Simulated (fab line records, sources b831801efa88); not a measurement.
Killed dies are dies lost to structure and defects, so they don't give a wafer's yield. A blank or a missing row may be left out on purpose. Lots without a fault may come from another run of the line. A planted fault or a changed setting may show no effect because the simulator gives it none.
fab line records | flow gf180mcu
record lots=7 wafers=21 last_day=34
route steps=602 shown TOP_METAL@583 PASSIVATION@587
lots that met no fault: from a run of the same line without faults
start_h: hours from the record's first day to the start of the lot's first wafer shown | wait_h: hours since the lot's step before | " the same as in the row above | L1.1+2: a row that stands for several wafers | - no value, or no start given | * or withheld: withheld | < > ~ a bound
route shown NAME@n: a module of which the file shows steps, and the number in the route of the first | usual: mean/standard deviation of fault-free wafers | same: alike in all rows | chamber/n: place in a boat | sites: the reading at each site | _std_site: their standard deviation | _edge_site: outer sites' mean less inner sites' | radius_mm: how far each site lies from the wafer's centre | mask NAME#n: copy n | behind: the tool/chamber that last shaped the wafer | hold: why the lot was held/for how many hours/how that ended | device: the transistor (n, p or np) that didn't switch | end of line: the same wafers' tests at the end of the route | a step without rows: its recipe alone | killed: dies lost to structure and defects at the first sort, not the wafer's yield | map: a wafer's dies, x killed, . not, _ none there
set.NAME: the setting as run; set.NAME@STEP: as run at that earlier step | model.NAME: the simulator's own value behind a step, which no gauge read
lots at some steps of the route; a table a step, a row a wafer
services: from which hour (start_h, from the record's first day; less than 0 if before it) a tool's chamber was out of use, for how many hours, and why
## steps
# step GF_TOP_METAL_METAL_ETCH_16
# recipe chemistry=Cl2/BCl3 mask_material=NOVOLAK target_depth_nm=1077.5 stop_on=SiO2 pressure_mtorr=8 icp_w=800 bias_w=140 Cl2_flow_sccm=80 bcl3_flow_sccm=40 time_s=179.6
# usual drypump_motor_current_A=5.93/0.29 he_backside_leak_sccm=3.29/0.23 oes_product_au=0.966/0.0062 throttle_valve_pct=28.257/0.0098
# columns lot.wafer tool chamber start_h wait_h drypump_motor_current_A he_backside_leak_sccm oes_product_au rf_hours_counter_h throttle_valve_pct
L229.1 rie_metal-03 0 661.05 0.0 5.75 3.13 0.974 6.0 28.260
L229.2 " 1 " " 6.31 3.41 0.973 1.5 28.253
L229.4 " 0 " " 5.74 3.13 0.970 - 28.252
L237.1 rie_metal-04 1 728.30 0.0 5.82 3.18 0.959 5.7 28.273
L237.2 " 0 " " 5.57 3.47 0.972 7.6 28.256
L237.3 " 1 " " 5.80 3.29 0.966 - 28.255
L240.1 rie_metal-01 0 747.69 0.1 6.33 3.51 0.974 2.3 28.252
L240.2 " 1 " " 5.80 3.14 0.961 5.3 28.262
L240.5 " 1 " " 5.79 3.42 0.968 - 28.249
L242.1 rie_metal-04 0 751.78 0.0 5.56 3.19 0.954 8.0 28.268
L242.2 " 1 " " 5.81 3.27 0.959 6.1 28.246
L242.5 " 0 " " 5.58 3.19 0.960 - 28.262
L241.1 rie_metal-04 1 756.87 0.0 5.85 3.51 0.965 6.3 28.264
L241.2 " 0 " " 5.57 3.22 0.949 8.2 28.280
L241.6 " 1 " " 5.80 3.42 0.962 - 28.255
L245.1 rie_metal-03 1 771.15 0.0 6.31 3.52 0.963 6.8 28.273
L245.2 " 1 " " 6.29 3.43 0.960 - 28.254
L245.4 " 1 " " 6.33 3.52 0.964 - 28.257
L249.1 rie_metal-01 1 795.57 0.0 5.75 3.12 0.965 7.6 28.243
L249.2 " 0 " " 6.34 3.51 0.961 4.6 28.266
L249.3 " 1 " " 5.77 3.17 0.975 - 28.262
# step GF_TOP_METAL_STRIP_17
# recipe chemistry=O2/N2 power_w=1400 pressure_mtorr=1500 platen_temp_c=250 o2_flow_sccm=3000 n2_flow_sccm=300 overash_fraction=0.5
# usual drypump_motor_current_A=5.9/0.49 heater_power_w=343/32 oes_product_au=0.710/0.0048 strip_time_to_endpoint_s=13.16/0.061
# columns lot.wafer tool chamber start_h wait_h drypump_motor_current_A heater_power_w oes_product_au rf_hours_counter_h strip_time_to_endpoint_s
L229.1 plasma_asher-04 0 661.23 0.1 5.7 309 0.709 108 13.23
L229.2 " 1 " " 4.8 292 0.722 108 13.22
L229.4 " 0 " " 5.7 307 0.712 - 13.24
L237.1 plasma_asher-01 1 728.48 0.1 5.6 369 0.705 30 13.17
L237.2 " 0 " " 6.4 387 0.706 30 13.24
L237.3 " 1 " " 5.7 379 0.714 - 13.20
L240.1 plasma_asher-03 1 747.86 0.1 6.2 347 0.709 102 13.09
L240.2 " 0 " " 6.1 317 0.714 102 13.13
L240.5 " 0 " " 6.1 321 0.699 - 13.13
L242.1 plasma_asher-03 0 751.95 0.1 6.2 323 0.705 103 13.13
L242.2 " 1 " " 6.2 341 0.708 103 13.11
L242.5 " 1 " " 6.2 345 0.703 - 13.08
L241.1 plasma_asher-03 1 757.04 0.1 6.2 349 0.712 103 13.10
L241.2 " 0 " " 6.2 316 0.704 103 13.12
L241.6 " 0 " " 6.2 309 0.714 - 13.10
L245.1 plasma_asher-01 1 771.50 0.3 5.6 365 0.711 35 13.16
L245.2 " 0 " " 6.5 382 0.703 35 13.16
L245.4 " 0 " " 6.4 388 0.711 - 13.17
L249.1 plasma_asher-03 1 795.74 0.1 6.2 356 0.712 107 13.18
L249.2 " 0 " " 6.2 318 0.714 107 13.15
L249.3 " 0 " " 6.2 312 0.704 - 13.21
# step GF_TOP_METAL_STRIP_18
# recipe chemistry=post_etch_residue_remover time_s=1200 temp_c=72.5
# step GF_TOP_METAL_CLEAN_19
# recipe chemistry=DIW dry=n2_spin
# step GF_PASSIVATION_CVD_00
# recipe material=SiO2 target_thk_nm=1000 precursor=TEOS temp_c=400 time_s=111.95 rf_w=600
# usual heater_power_w=672/100 susceptor_temp_C=400.01/0.22
# columns lot.wafer tool chamber start_h wait_h heater_power_w susceptor_temp_C
L229.1 pecvd-03 1 661.76 0.0 899 399.79
L229.2 " 2 " " 624 400.01
L229.4 " 0 " " 671 400.11
L237.1 pecvd-02 0 729.04 0.0 577 399.92
L237.2 " 1 " " 628 400.08
L237.3 " 2 " " 792 399.86
L240.1 pecvd-02 0 748.44 0.0 624 399.87
L240.2 " 1 " " 669 400.48
L240.5 " 2 " " 695 400.13
L242.1 pecvd-03 0 752.49 0.0 557 399.99
L242.2 " 2 " " 659 400.22
L242.5 " 2 " " 726 399.89
L241.1 pecvd-03 2 757.58 0.0 725 399.68
L241.2 " 1 " " 829 400.22
L241.6 " 1 " " 903 400.45
L245.1 pecvd-03 1 772.03 0.0 828 400.33
L245.2 " 0 " " 551 399.59
L245.4 " 2 " " 577 399.57
L249.1 pecvd-02 0 796.27 0.0 563 399.91
L249.2 " 1 " " 590 400.17
L249.3 " 2 " " 809 400.46
# step GF_PASSIVATION_THK_MEAS_01
# recipe reads=SiO2_of_PASSIVATION_CVD_00
# usual PASSIVATION_CVD_00_THK=997/12
# columns lot.wafer tool chamber start_h wait_h PASSIVATION_CVD_00_THK[nm]
L229.1 film_metro-04 - 661.84 0.0 993
L229.2 " - " " 995
L229.4 " - " " 1010
L237.1 film_metro-04 - 729.12 0.0 1004
L237.2 " - " " 991
L237.3 " - " " 995
L240.1 film_metro-01 - 748.52 0.0 987
L240.2 " - " " 986
L240.5 " - " " 1003
L242.1 film_metro-02 - 752.57 0.0 978
L242.2 " - " " 973
L242.5 " - " " 991
L241.1 film_metro-02 - 757.65 0.0 1003
L241.2 " - " " 1007
L241.6 " - " " 1019
L245.1 film_metro-04 - 772.11 0.0 997
L245.2 " - " " 989
L245.4 " - " " 989
L249.1 film_metro-01 - 796.35 0.0 1000
L249.2 " - " " 991
L249.3 " - " " 1001
# step GF_PASSIVATION_CVD_02
# recipe material=Si3N4 target_thk_nm=700 time_s=486.18 temp_c=400 rf_w=450
# usual heater_power_w=720/100 susceptor_temp_C=400.00/0.2
# columns lot.wafer tool chamber start_h wait_h heater_power_w susceptor_temp_C
L229.1 pecvd-01 2 661.90 0.1 715 400.20
L229.2 " 0 " " 657 400.28
L229.4 " 2 " " 757 400.37
L237.1 pecvd-03 0 729.18 0.1 761 399.77
L237.2 " 2 " " 716 399.79
L237.3 " 1 " " 957 399.80
L240.1 pecvd-01 0 748.58 0.1 649 400.14
L240.2 " 1 " " 789 400.00
L240.5 " 0 " " 547 400.23
L242.1 pecvd-01 0 752.63 0.1 657 399.97
L242.2 " 2 " " 802 399.66
L242.5 " 1 " " 656 400.17
L241.1 pecvd-02 2 757.71 0.1 917 399.90
L241.2 " 0 " " 623 399.81
L241.6 " 1 " " 694 399.86
L245.1 pecvd-01 1 772.17 0.1 789 399.87
L245.2 " 0 " " 656 399.90
L245.4 " 0 " " 532 399.81
L249.1 pecvd-01 0 796.41 0.1 572 400.24
L249.2 " 2 " " 767 400.13
L249.3 " 2 " " 797 400.42
# step GF_PASSIVATION_THK_MEAS_03
# recipe reads=Si3N4_of_PASSIVATION_CVD_02
# usual PASSIVATION_CVD_02_THK=701/8.3
# columns lot.wafer tool chamber start_h wait_h PASSIVATION_CVD_02_THK[nm]
L229.1 film_metro-04 - 662.33 0.3 689
L229.2 " - " " 698
L229.4 " - " " 699
L237.1 film_metro-04 - 729.47 0.1 695
L237.2 " - " " 696
L237.3 " - " " 702
L240.1 film_metro-02 - 749.01 0.3 706
L240.2 " - " " 715
L240.5 " - " " 716
L242.1 film_metro-04 - 752.92 0.1 701
L242.2 " - " " 696
L242.5 " - " " 707
L241.1 film_metro-01 - 758.00 0.1 705
L241.2 " - " " 701
L241.6 " - " " 711
L245.1 film_metro-04 - 772.46 0.1 689
L245.2 " - " " 703
L245.4 " - " " 709
L249.1 film_metro-04 - 796.84 0.3 684
L249.2 " - " " 694
L249.3 " - " " 697
# step GF_PASSIVATION_DEHYDRATE_04
# recipe temp_c=200 time_s=60
# step GF_PASSIVATION_HMDS_05
# recipe prime_time_s=60 prime_temp_c=120
# step GF_PASSIVATION_COAT_06
# recipe spin_rpm=2000 resist_thk_nm=4000
# step GF_PASSIVATION_SOFTBAKE_07
# recipe temp_c=110 time_s=withheld
# step GF_PASSIVATION_EXPOSE_08
# recipe mask_id=Pad target_cd_nm=40000 na=0.57 dose_mj=310
# usual exposure_dose_mJ_cm2=310.1/0.33 focus_offset_nm=0.1/0.53
# columns lot.wafer tool chamber start_h wait_h mask exposure_dose_mJ_cm2 focus_offset_nm
L229.1 iline_stepper-01 0 672.19 - Pad#0 310.2 -0.1
L229.2 " 0 " " Pad#0 310.1 -0.1
L229.4 " 0 " " Pad#0 310.4 0.5
L237.1 iline_stepper-01 0 738.56 - Pad#0 310.9 0.8
L237.2 " 0 " " Pad#0 310.3 -0.2
L237.3 " 0 " " Pad#0 310.4 0.5
L240.1 iline_stepper-02 - 757.36 - Pad#0 - -
L240.2 " - " " Pad#0 - -
L240.5 " - " " Pad#0 - -
L242.1 iline_stepper-01 - 761.34 - Pad#0 - -
L242.2 " - " " Pad#0 - -
L242.5 " - " " Pad#0 - -
L241.1 iline_stepper-02 - 766.49 - Pad#0 - -
L241.2 " - " " Pad#0 - -
L241.6 " - " " Pad#0 - -
L245.1 iline_stepper-01 0 780.37 - Pad#0 309.7 0.3
L245.2 " 0 " " Pad#0 309.9 0.0
L245.4 " 0 " " Pad#0 310.6 0.3
L249.1 iline_stepper-01 0 803.86 - Pad#0 310.0 0.1
L249.2 " 0 " " Pad#0 310.4 0.8
L249.3 " 0 " " Pad#0 309.8 0.7
# step GF_PASSIVATION_PEB_09
# recipe temp_c=115 time_s=withheld
## services
# columns tool chamber start_h hours kind
iline_stepper-02 - 644.64 6.0 repair
plasma_asher-03 - 647.54 4.5 repair
pecvd-01 1 648.80 20.7 repair
rie_metal-04 1 652.73 21.3 repair
plasma_asher-04 - 665.29 28.1 pm
pecvd-03 0 669.75 11.9 repair
rie_metal-01 - 682.79 0.5 repair
pecvd-01 2 685.92 8.9 repair
plasma_asher-03 - 709.34 2.8 pm
plasma_asher-04 - 722.11 0.3 repair
pecvd-01 2 722.58 26.9 repair
plasma_asher-04 - 733.75 9.0 pm
rie_metal-04 - 733.98 14.6 pm
pecvd-03 - 734.92 14.6 pm
iline_stepper-02 - 742.81 1.7 pm
rie_metal-03 - 746.85 2.8 pm
rie_metal-03 0 755.22 22.6 repair
pecvd-03 2 773.28 5.5 repair
rie_metal-03 1 778.95 6.6 repair
plasma_asher-04 - 785.02 1.1 repair
rie_metal-03 1 788.06 11.3 repair
pecvd-01 1 796.37 9.4 repair
pecvd-02 - 799.38 14.0 pm
pecvd-02 0 799.38 14.0 vent_cycle
## key
first_sign step=GF_PASSIVATION_EXPOSE_08 reading=tool_record direction=missing
effect none on later readings
met_at GF_PASSIVATION_EXPOSE_08
struck_wafers L240.1,L240.2,L240.5,L241.1,L241.2,L241.6,L242.1,L242.2,L242.5
later_rows_left_out L240.1,L240.2,L240.5,L241.1,L241.2,L241.6,L242.1,L242.2,L242.5
sort_left_out L240.1,L240.2,L240.5,L241.1,L241.2,L241.6,L242.1,L242.2,L242.5
onset_between 738.56 757.36
fault kind=skipped_step_whole tool=iline_stepper-01,iline_stepper-02 chamber=- onset_h=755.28 steps=GF_PASSIVATION_EXPOSE_08 scope=struck_lots_only
# sort_left_out: the simulated sort isn't trusted on such a fault, so these wafers' sort isn't shown, and their yield isn't known
# later_rows_left_out: the simulator's readings of these wafers behind a module that went badly wrong aren't trusted and aren't shown, but for the sort
